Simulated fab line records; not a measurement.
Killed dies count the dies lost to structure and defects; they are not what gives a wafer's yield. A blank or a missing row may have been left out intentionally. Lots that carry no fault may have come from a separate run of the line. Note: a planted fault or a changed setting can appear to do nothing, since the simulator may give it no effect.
What tool caused it? -- flow sky130 -- Sampling: 13 lots, 39 wafers, 5 of 708 route steps

WHAT EACH GAUGE READ, for each wafer
SKY_FIELD_ISO_THK_MEAS_25. Usual: FIELD_ISO_CVD_24_THK typically reads 595 nm, with standard deviation 5.7.
lot,measured,on,FIELD_ISO_CVD_24_THK (nm),flag
L100,day 2 18:47,film metro-02,595 590 593,
L101,day 3 00:28,film metro-02,589 600 597,
L102,day 3 00:30,film metro-01,594 595 596,
L105,day 3 19:35,film metro-04,597 605 599,
L107,day 4 02:17,film metro-02,584 592 590,
L109,day 4 13:20,film metro-01,601 597 587,
L110,day 4 20:49,film metro-02,592 602 592,
L111,day 4 22:32,film metro-01,593 596 601,
L112,day 5 02:37,film metro-01,596 596 596,
L113,day 5 07:01,film metro-04,597 589 597,
L119,day 6 15:35,film metro-04,594 589 604,
L120,day 6 22:39,film metro-01,593 593 593,
L121,day 7 04:01,film metro-04,594 599 592,

SKY_NWELL_TW_MEAS_26. Usual: NWELL_2_TW typically reads 495, with standard deviation 3.5.
lot,measured,on,NWELL_2_TW,flag
L100,day 6 01:41,film metro-03,494 498 496,
L101,day 6 04:40,film metro-01,495 489 497,
L102,day 6 07:01,film metro-03,498 495 496,
L105,day 7 05:57,film metro-01,492 492 492,
L107,day 7 08:05,film metro-02,501 498 501,
L109,day 7 22:43,film metro-01,495 492 493,
L110,day 8 05:40,film metro-02,496 496 498,
L111,day 8 09:04,film metro-03,502 498 499,
L112,day 8 12:14,film metro-03,499 501 496,
L113,day 8 19:11,film metro-02,501 500 498,
L119,day 10 10:47,film metro-01,520 518 521,OFF
L120,day 10 17:07,film metro-01,518 519 518,OFF
L121,day 10 21:43,film metro-03,494 497 494,

SKY_NWELL_RS_MEAS_31: uses a four-point probe to measure. Usual: PWDE_RS typically reads 5282 ohm/sq, with standard deviation 19.
lot,measured,on,PWDE_RS (ohm/sq),flag
L100,day 6 02:08,film metro-01,5287 5287 5277,
L101,day 6 05:07,film metro-03,5283 5270 5275,
L102,day 6 07:29,film metro-02,5317 5307 5348,
L105,day 7 06:25,film metro-03,5265 5270 5259,
L107,day 7 08:34,film metro-03,5306 5290 5287,
L109,day 7 23:11,film metro-02,5255 5251 5277,
L110,day 8 06:07,film metro-03,5255 5262 5260,
L111,day 8 09:31,film metro-01,5283 5305 5286,
L112,day 8 12:43,film metro-02,5283 5287 5273,
L113,day 8 19:39,film metro-03,5268 5278 5259,
L119,day 10 11:14,film metro-03,5287 5267 5257,
L120,day 10 17:34,film metro-02,5289 5311 5287,
L121,day 10 22:11,film metro-02,5278 5286 5291,

WHICH TOOL RAN EACH LOT (tool, then ch and the chambers of the sampled wafers, then the start)
lot,SKY_FIELD_ISO_STRIP_16,SKY_NWELL_IMPLANT_24
L100,"plasma asher-04 ch 0,1, day 2 11:43","implanter-03 ch 0, day 6 01:26"
L101,"plasma asher-02 ch 0,1, day 2 20:25","implanter-03 ch 0, day 6 04:25"
L102,"plasma asher-02 ch 0,1, day 2 21:27","implanter-02 ch 0, day 6 06:48"
L105,"plasma asher-02 ch 0,1, day 3 15:44","implanter-03 ch 0, day 7 05:44"
L107,"plasma asher-04 ch 0,1, day 3 23:49","implanter-03 ch 0, day 7 07:52"
L109,"plasma asher-03 ch 0,1, day 4 10:25","implanter-02 ch 0, day 7 22:31"
L110,"plasma asher-02 ch 0,1, day 4 18:02","implanter-02 ch 0, day 8 05:25"
L111,"plasma asher-03 ch 1, day 4 20:43","implanter-03 ch 0, day 8 08:49"
L112,"plasma asher-03 ch 0,1, day 5 00:26","implanter-02 ch 0, day 8 12:01"
L113,"plasma asher-02 ch 1, day 5 05:16","implanter-03 ch 0, day 8 18:58"
L119,"plasma asher-02 ch 0,1, day 6 12:26","implanter-03 ch 0, day 10 10:32"
L120,"plasma asher-03 ch 0,1, day 6 18:57","implanter-03 ch 0, day 10 16:52"
L121,"plasma asher-04 ch 0,1, day 7 00:52","implanter-01 ch 0, day 10 21:31"
- SKY_FIELD_ISO_STRIP_16: strips in O2/N2.
- SKY_NWELL_IMPLANT_24

WHAT THE TOOLS THEMSELVES READ (means of the sampled wafers that have a number; where no wafer has one, the mark that the record gives instead)
SKY_FIELD_ISO_STRIP_16. Usual: drypump motor current A 5.7 A, standard deviation 0.4; oes product au 0.378 a.u., standard deviation 0.0058; strip time to endpoint s 3.55 s, standard deviation 0.056.
lot,tool,drypump motor current A (A),oes product au (a.u.),strip time to endpoint s (s),flag
L100,plasma asher-04,5.7,0.377,3.53,
L101,plasma asher-02,5.7,0.383,3.62,
L102,plasma asher-02,5.3,0.375,3.50,
L105,plasma asher-02,5.7,0.376,3.51,
L107,plasma asher-04,5.9,0.384,3.55,
L109,plasma asher-03,6.2,0.373,3.52,
L110,plasma asher-02,5.6,0.381,3.51,
L111,plasma asher-03,5.9,0.374,3.60,
L112,plasma asher-03,6.0,0.382,3.64,
L113,plasma asher-02,5.0,0.375,3.56,
L119,plasma asher-02,5.6,0.374,3.55,
L120,plasma asher-03,6.0,0.381,3.60,
L121,plasma asher-04,5.7,0.374,3.48,

SKY_NWELL_IMPLANT_24. Usual: dose ions cm2 9.201e+12, standard deviation 1e+10; faraday current uA 51.8, standard deviation 1.
lot,tool,dose ions cm2,faraday current uA,flag
L100,implanter-03,9.202e+12,52.6,
L101,implanter-03,9.211e+12,51.3,
L102,implanter-02,9.204e+12,51.2,
L105,implanter-03,9.203e+12,51.2,
L107,implanter-03,9.213e+12,52.0,
L109,implanter-02,9.207e+12,53.8,
L110,implanter-02,9.199e+12,52.6,
L111,implanter-03,9.206e+12,52.6,
L112,implanter-02,9.201e+12,52.5,
L113,implanter-03,9.197e+12,52.0,
L119,implanter-03,1.107e+13,62.0,OFF
L120,implanter-03,1.105e+13,62.5,OFF
L121,implanter-01,9.195e+12,52.0,

THE ANSWER, worked out from the rows above alone
Rule: lot off if the mean of its wafers having a number is beyond 3 standard deviations from the usual mean. A lot without any number at a reading at which 4 lots or more have one is off too. Any other lot the step has rows for is counted as sound. The gauges are gone through in route order, then the tools' own readings, and for those a lot's mean is taken as printed above. At the first step where some lot is off, the reading lying furthest off is the one used; lots without a number count as furthest.
Off: L119, L120, at SKY_NWELL_TW_MEAS_26 (NWELL_2_TW).
A tool fits if, at a process step before that reading, it ran every lot that is off, and no sound lot after the first of them. The gauges at SKY_NWELL_TW_MEAS_26 aren't tried: what is off there is off at SKY_NWELL_IMPLANT_24 too, on other tools, and a gauge's error can't cause that. One candidate fits, namely implanter-03 at SKY_NWELL_IMPLANT_24. Its last sound lot is L113 (day 8 18:58), its first lot that is off L119 (day 10 10:32): a fault that began between those two fits.
The tool's own readings at SKY_NWELL_IMPLANT_24 bear it out: on the lots that are off they differ by more than 5 times the standard deviation of the sound lots' means. dose ions cm2 reads 1.106e+13 there against 9.203e+12 on the sound lots; faraday current uA reads 62.2 there against 52.2 on the sound lots.

WHAT HAD BEEN PUT IN BY THE SIMULATOR
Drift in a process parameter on implanter-03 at SKY_NWELL_IMPLANT_24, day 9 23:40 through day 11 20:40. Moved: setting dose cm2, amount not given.
Shown lots that were struck: L119, L120. The same result came from the rule above.
